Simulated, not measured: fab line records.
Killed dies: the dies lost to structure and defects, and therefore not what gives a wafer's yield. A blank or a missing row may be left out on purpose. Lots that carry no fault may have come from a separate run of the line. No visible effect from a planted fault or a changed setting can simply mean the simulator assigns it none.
Matching of chambers    flow gf180mcu    GF_STI_ETCH_14 on rie_si-01: 4 sister chambers
The step etches Si in HBr/Cl2/O2, target depth 360 nm, time 102.9 s. 14 wafers are shown with their chamber, then 7 later ones without.

WAFERS, EACH WITH ITS CHAMBER
wafer   chamber  drypump_motor_current_A (A)  oes_product_au (a.u.)  throttle_valve_pct (%)
L492.2  3        6.0                          0.989                  25.670
L492.5  1        6.6                          0.989                  25.676
L492.6  0        5.3                          1.014                  25.656
L493.1  1        6.5                          0.980                  25.674
L493.2  2        5.9                          1.013                  25.655
L493.5  0        5.2                          1.020                  25.670
L505.2  3        6.1                          0.981                  25.656
L505.4  1        6.6                          0.988                  25.662
L505.5  0        5.3                          1.017                  25.657
L508.3  1        6.5                          0.973                  25.666
L508.5  0        5.3                          1.001                  25.654
L508.6  3        6.0                          0.992                  25.651
L510.1  1        6.5                          0.975                  25.676
L510.4  0        5.3                          1.005                  25.668

SIGNATURES (averages over the wafers above)
reading                  chamber 0  chamber 1  chamber 2  chamber 3  scatter within a chamber
drypump_motor_current_A  5.280      6.540      5.900      6.033      0.0516
oes_product_au           1.01140    0.98100    1.01300    0.98733    0.00735
throttle_valve_pct       25.66100   25.67080   25.65500   25.65900   0.00761
Rule: a wafer lies at a distance from a chamber equal to the root of the sum of squares, over the readings, of (its reading less the chamber's mean, divided by the reading's scatter). The wafer belongs to the nearest chamber; if the next one is less than 2 further off, it can't be placed. The scatter: take each reading less its chamber's mean, square it, sum over the shown wafers, divide by the number of wafers less the number of chambers, and take the root.

WAFERS MISSING THEIR CHAMBER
wafer   drypump_motor_current_A (A)  oes_product_au (a.u.)  throttle_valve_pct (%)
L510.5  5.3                          1.001                  25.662
L512.1  5.9                          1.006                  25.655
L512.3  6.0                          0.985                  25.670
L512.6  5.9                          1.002                  25.648
L514.1  5.2                          1.006                  25.657
L514.3  6.0                          0.985                  25.673
L514.5  5.9                          1.010                  25.648

WHICH CHAMBER EACH WENT THROUGH
wafer   from the rows above      in truth
L510.5  0                        0
L512.1  2                        2
L512.3  3                        3
L512.6  can't be placed: 2 or 3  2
L514.1  0                        0
L514.3  3                        3
L514.5  2                        2
6 of 7 placed correctly. From these rows, 1 cannot be placed; in 1 the true chamber is one of the candidates. Wrongly placed: 0.
